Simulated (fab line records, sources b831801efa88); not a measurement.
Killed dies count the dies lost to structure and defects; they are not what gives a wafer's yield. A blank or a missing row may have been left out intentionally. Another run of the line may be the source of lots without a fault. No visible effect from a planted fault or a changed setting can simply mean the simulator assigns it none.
Matching of chambers | flow sky130 | rieSi-02 running SKY_POLY_GATE_ETCH_17: 4 sister chambers
The step etches poly-Si in HBr/Cl2, stops on SiO2, target depth 180 nm, time 70.5 s. 8 wafers are shown with their chamber, then 12 later ones without.

WAFERS PAIRED WITH THEIR CHAMBERS
wafer  | chamber | drypumpMotorCurrentA (A) | heBacksideLeakSccm (sccm)
L077.1 | 2       | 6.1                      | 3.11
L080.2 | 1       | 6.1                      | 2.47
L084.6 | 1       | 6.2                      | 2.68
L086.1 | 0       | 5.0                      | 2.40
L086.5 | 3       | 5.7                      | 2.93
L088.1 | 2       | 6.1                      | 2.92
L088.3 | 0       | 5.0                      | 2.46
L088.4 | 3       | 5.7                      | 2.70

WAFERS WHOSE CHAMBER IS MISSING
wafer  | drypumpMotorCurrentA (A) | heBacksideLeakSccm (sccm)
L090.2 | 6.1                      | 2.92
L090.4 | 6.1                      | 2.57
L090.6 | 5.1                      | 2.42
L092.1 | 6.2                      | 2.46
L092.4 | 5.1                      | 2.55
L092.5 | 5.7                      | 2.73
L094.1 | 5.7                      | 2.83
L094.4 | 6.1                      | 2.77
L094.5 | 5.7                      | 2.79
L096.1 | 5.7                      | 2.69
L096.2 | 5.1                      | 2.56
L096.4 | 6.1                      | 2.54

CHAMBER TAKEN BY EACH
wafer  | from the rows above     | in truth
L090.2 | 2                       | 2
L090.4 | can't be placed: 1 or 2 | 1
L090.6 | 0                       | 0
L092.1 | 1                       | 1
L092.4 | 0                       | 0
L092.5 | 3                       | 3
L094.1 | 3                       | 3
L094.4 | can't be placed: 2 or 1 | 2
L094.5 | 3                       | 3
L096.1 | 3                       | 3
L096.2 | 0                       | 0
L096.4 | 1                       | 1
10 of 12 placed correctly. From these rows, 2 cannot be placed; in 2 the true chamber is one of the candidates. Number placed wrongly: 0.
How it was worked out, from the rows above alone: a wafer's distance from a chamber is the root of the sum, over the readings, of the square of ((its reading less the chamber's mean) divided by the reading's scatter). If the next closest chamber is less than 2 further off than the closest, the wafer can't be placed; otherwise it belongs to the closest. Each chamber's mean is taken over the wafers shown for it. The scatter is the square root of a quotient: the sum, over the shown wafers, of each reading's squared deviation from its chamber's mean, divided by wafers minus chambers.
